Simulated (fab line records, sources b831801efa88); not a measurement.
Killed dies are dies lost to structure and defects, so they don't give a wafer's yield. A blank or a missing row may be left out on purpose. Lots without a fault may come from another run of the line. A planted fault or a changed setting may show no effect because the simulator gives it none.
Which tool did it? | flow gf180mcu | 13 lots, 39 wafers sampled, at 5 steps of a route of 602

WHAT THE GAUGES READ, wafer by wafer
GF_STI_THK_MEAS_30.
lot  | measured    | on            | STI_OXIDATION_02_THK (nm)
L531 | day 2 07:11 | film_metro-02 | 9.57 9.88 9.96
L532 | day 2 14:16 | film_metro-01 | 9.91 9.83 9.74
L533 | day 2 18:55 | film_metro-02 | 10.14 10.13 10.16
L536 | day 3 08:22 | film_metro-03 | 10.24 10.12 10.21
L537 | day 3 15:52 | film_metro-02 | 10.01 10.06 10.02
L538 | day 3 20:25 | film_metro-03 | 10.01 9.83 10.01
L539 | day 4 00:20 | film_metro-02 | 9.98 9.93 9.96
L542 | day 4 15:50 | film_metro-01 | 9.88 10.04 9.85
L543 | day 4 21:31 | film_metro-01 | 7.38 7.46 7.37
L546 | day 5 12:56 | film_metro-02 | 7.33 7.17 7.15
L547 | day 5 17:11 | film_metro-02 | 9.96 9.92 9.95
L552 | day 6 19:56 | film_metro-03 | 10.11 10.11 9.94
L554 | day 7 06:03 | film_metro-02 | 9.87 9.81 9.87

GF_HV_LDD_CD_MEAS_31: target cd 400 nm.
lot  | measured     | on        | cd_nm (nm)
L531 | day 12 22:23 | cd_sem-01 | 400.5 400.0 401.1
L532 | day 13 11:10 | cd_sem-01 | 395.7 397.7 395.3
L533 | day 13 16:28 | cd_sem-02 | 399.3 400.9 400.1
L536 | day 14 16:32 | cd_sem-02 | 398.0 398.6 400.0
L537 | day 14 22:17 | cd_sem-01 | 399.6 400.3 400.2
L538 | day 15 02:28 | cd_sem-01 | 400.8 401.2 402.5
L539 | day 15 16:55 | cd_sem-01 | 400.7 399.9 399.1
L542 | day 16 13:52 | cd_sem-01 | 400.1 399.6 398.1
L543 | day 16 19:31 | cd_sem-01 | 397.9 398.0 397.3
L546 | day 17 20:41 | cd_sem-01 | 405.1 403.4 401.4
L547 | day 18 03:19 | cd_sem-01 | 405.6 406.5 406.1
L552 | day 19 15:16 | cd_sem-02 | 399.8 401.5 402.4
L554 | day 20 07:40 | cd_sem-02 | 396.6 394.1 397.6

GF_SALICIDE_RS_MEAS_04: measures by four-point-probe.
lot  | measured     | on            | SALICIDE_TIN_RS (ohm/sq)
L531 | day 16 22:28 | film_metro-01 | 15.95 16.08 15.82
L532 | day 17 10:46 | film_metro-04 | 16.60 16.41 16.54
L533 | day 17 17:37 | film_metro-01 | 16.23 16.06 16.11
L536 | day 18 19:07 | film_metro-01 | 16.74 16.79 16.71
L537 | day 19 00:58 | film_metro-01 | 16.07 16.10 16.05
L538 | day 19 07:02 | film_metro-02 | 16.51 16.77 16.57
L539 | day 19 22:32 | film_metro-01 | 16.26 15.94 16.54
L542 | day 20 21:09 | film_metro-01 | 17.03 17.12 17.04
L543 | day 21 03:38 | film_metro-02 | 16.05 16.63 16.40
L546 | day 22 06:22 | film_metro-02 | 16.39 16.52 16.63
L547 | day 22 12:01 | film_metro-01 | 16.32 16.63 16.20
L552 | day 24 01:13 | film_metro-01 | 16.25 16.44 16.12
L554 | day 24 14:43 | film_metro-01 | 16.19 16.11 16.06

WHICH TOOL RAN EACH LOT (tool, then ch and the chambers of the sampled wafers, then the start)
lot  | GF_STI_OXIDATION_29          | GF_HV_LDD_ETCHBACK_58
L531 | furnace-02 ch 0, day 2 05:47 | rie_diel-01 ch 1,2, day 13 23:58
L532 | furnace-02 ch 0, day 2 12:52 | rie_diel-04 ch 1,2,3, day 14 12:36
L533 | furnace-02 ch 0, day 2 17:31 | rie_diel-03 ch 0,2, day 14 19:00
L536 | furnace-01 ch 0, day 3 06:58 | rie_diel-01 ch 0,1, day 15 18:53
L537 | furnace-02 ch 0, day 3 14:28 | rie_diel-01 ch 1,2,3, day 16 01:05
L538 | furnace-01 ch 0, day 3 19:01 | rie_diel-01 ch 0,1,2, day 16 06:19
L539 | furnace-02 ch 0, day 3 22:55 | rie_diel-03 ch 1,3, day 16 19:23
L542 | furnace-01 ch 0, day 4 14:26 | rie_diel-04 ch 1,2, day 17 17:53
L543 | furnace-01 ch 0, day 4 20:07 | rie_diel-04 ch 2,3, day 18 00:14
L546 | furnace-01 ch 0, day 5 11:32 | rie_diel-01 ch 0,2, day 19 02:31
L547 | furnace-02 ch 0, day 5 15:46 | rie_diel-01 ch 2,3, day 19 07:23
L552 | furnace-02 ch 0, day 6 18:32 | rie_diel-03 ch 0,2,3, day 20 22:16
L554 | furnace-02 ch 0, day 7 04:38 | rie_diel-03 ch 0,3, day 21 12:20
- GF_STI_OXIDATION_29: stabilise 600 s, purge 300 s, target thk 10 nm.
- GF_HV_LDD_ETCHBACK_58: etches Si3N4 in CH3F/O2, stops on SiO2, time 100 s, target depth 90 nm.

WHAT THE TOOLS THEMSELVES READ (means of the sampled wafers that have a number; where no wafer has one, the mark that the record gives instead)
GF_STI_OXIDATION_29.
lot  | tool       | spike_tc_top_C (C) | zone_power_centre_pct (%)
L531 | furnace-02 | 910.8              | 19.8
L532 | furnace-02 | 909.9              | 19.8
L533 | furnace-02 | 909.3              | 19.7
L536 | furnace-01 | 915.1              | 20.7
L537 | furnace-02 | 910.7              | 19.9
L538 | furnace-01 | 914.1              | 20.5
L539 | furnace-02 | 911.0              | 19.8
L542 | furnace-01 | 915.3              | 20.4
L543 | furnace-01 | 915.7              | 20.8
L546 | furnace-01 | 914.3              | 20.7
L547 | furnace-02 | 910.4              | 19.7
L552 | furnace-02 | 910.6              | 19.6
L554 | furnace-02 | 910.6              | 19.8

GF_HV_LDD_ETCHBACK_58.
lot  | tool        | drypump_motor_current_A (A) | oes_product_au (a.u.) | throttle_valve_pct (%)
L531 | rie_diel-01 | 6.2                         | 0.838                 | 10.559
L532 | rie_diel-04 | 5.5                         | 0.854                 | 10.567
L533 | rie_diel-03 | 6.0                         | 0.847                 | 10.573
L536 | rie_diel-01 | 6.1                         | 0.836                 | 10.559
L537 | rie_diel-01 | 5.8                         | 0.838                 | 10.556
L538 | rie_diel-01 | 6.2                         | 0.847                 | 10.561
L539 | rie_diel-03 | 5.8                         | 0.848                 | 10.561
L542 | rie_diel-04 | 5.4                         | 0.847                 | 10.572
L543 | rie_diel-04 | 5.7                         | 0.836                 | 10.563
L546 | rie_diel-01 | 6.2                         | 0.835                 | 10.562
L547 | rie_diel-01 | 5.8                         | 0.840                 | 10.575
L552 | rie_diel-03 | 6.0                         | 0.847                 | 10.560
L554 | rie_diel-03 | 5.7                         | 0.836                 | 10.553

THE ANSWER, worked out from the rows above alone
Rule: what is usual is taken from the lots themselves. Put in order of their means at a reading, lots are off if they are a third of the lots or fewer, leave a main group of 4 or more, and stand apart from it by a gap of 3 or more times the standard deviation of the main group's means; of several such gaps the widest counts. A main group whose means are all the same, to the digits that the tables above print for the reading, isn't used. A lot without any number at a reading at which 4 lots or more have one is off too. The other lots that the step has rows for count as sound. The gauges are gone through in route order, then the tools' own readings, and for those a lot's mean is taken as printed above. The first step at which some lot is off is used, and at that step the reading that is off furthest; a lot without a number counts as furthest.
Off: L543, L546, at GF_STI_THK_MEAS_30 (STI_OXIDATION_02_THK). The main group: mean 9.97 nm, standard deviation 0.12.
A tool fits if, at a process step before that reading, it ran every lot that is off, and no sound lot after the first of them. The gauges at GF_STI_THK_MEAS_30 are tried like those tools. One fits: furnace-01 at GF_STI_OXIDATION_29. Its last sound lot is L542 (day 4 14:26), its first lot that is off L543 (day 4 20:07): a fault that began between those two fits.

WHAT THE SIMULATOR HAD PUT IN
Process parameter drift: furnace-01, from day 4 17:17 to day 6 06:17, at GF_STI_OXIDATION_29. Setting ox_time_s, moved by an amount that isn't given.
Lots struck among those shown: L543, L546. The rule above found the same.
